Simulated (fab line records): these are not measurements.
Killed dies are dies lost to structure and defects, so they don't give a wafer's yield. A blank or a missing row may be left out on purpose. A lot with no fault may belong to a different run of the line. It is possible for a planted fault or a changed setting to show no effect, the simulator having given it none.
2 desks, one fault ; flow gf180mcu ; each desk holds nothing but its own numbers, with what lay behind them at the end

## FOR THE TOOL OWNER'S DESK: rieSi-02
The tool's own readings at GF_POLY_GATE_ETCH_13 (etches poly-Si in HBr/Cl2, stops on SiO2, target depth 198.5 nm, time 69.6 s): means of the sampled wafers that have a number, for each lot that ran on this tool. Marked OUT: a lot whose mean sits more than 4 standard deviations from the usual mean, which makes it out of limits; the brackets give that distance.
Columns: A = biasW at GF_POLY_GATE_ETCH_13, usual 100.0 W; B = drypumpMotorCurrentA at GF_POLY_GATE_ETCH_13, usual 5.6 A; C = oesProductAu at GF_POLY_GATE_ETCH_13, usual 0.994 a.u.; D = throttleValvePct at GF_POLY_GATE_ETCH_13, usual 33.684 %
lot;first seen here;A;B;C;D
L831;day 10 05:29;100.4;5.9;0.997;33.685
L843;day 13 14:44;99.9;6.3;0.825 (-20) OUT;33.679
L845;day 14 08:13;99.9;5.9;0.825 (-20) OUT;33.681
This desk's verdict: out of limits on L843, L845, starting with L843 at day 13 14:44 (oesProductAu at GF_POLY_GATE_ETCH_13). Within limits: L831.

## METROLOGY DESK
Lot by lot, what the gauges showed, no matter which tool ran the lot: averages of those sampled wafers that carry a number. Marked OUT: a lot whose mean sits more than 4 standard deviations from the usual mean, which makes it out of limits; the brackets give that distance.
Columns: A = POLY_GATE_CVD_00_THK at GF_POLY_GATE_THK_MEAS_01, usual 200.4 nm; B = cdNm at GF_POLY_GATE_CD_MEAS_10, usual 280.2 nm; C = POLY_GATE_OVL at GF_POLY_GATE_OVL_MEAS_11, usual 4 nm
lot;first seen here;A;B;C
L829;day 8 22:40;202.3;280.6;3
L831;day 9 12:05;202.3;279.3;-2
L843;day 12 18:34;201.2;282.1;3
L845;day 13 11:37;200.2;280.7;-3
L848;day 14 07:24;198.6;281.4;15
L850;day 15 03:25;200.2;280.8;8
This desk found nothing out of limits on any of the 6 lots.

## TAKEN TOGETHER
The tool owner's desk had the chance to raise an alarm at day 13 14:44 on L843, L845.
At the metrology desk, nothing out of limits was observed.
The metrology desk has L843, L845 on record, within its limits.
GF_POLY_GATE_ETCH_13 was run on rieSi-02 by each of the lots named.

## WHAT THE SIMULATOR PUT IN
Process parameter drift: rieSi-02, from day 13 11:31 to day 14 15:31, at GF_POLY_GATE_ETCH_13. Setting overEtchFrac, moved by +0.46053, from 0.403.
Lots struck among those shown: L843, L845.
Delay in hours, fault start to first out-of-limits reading, by desk: the tool owner's desk at 3.
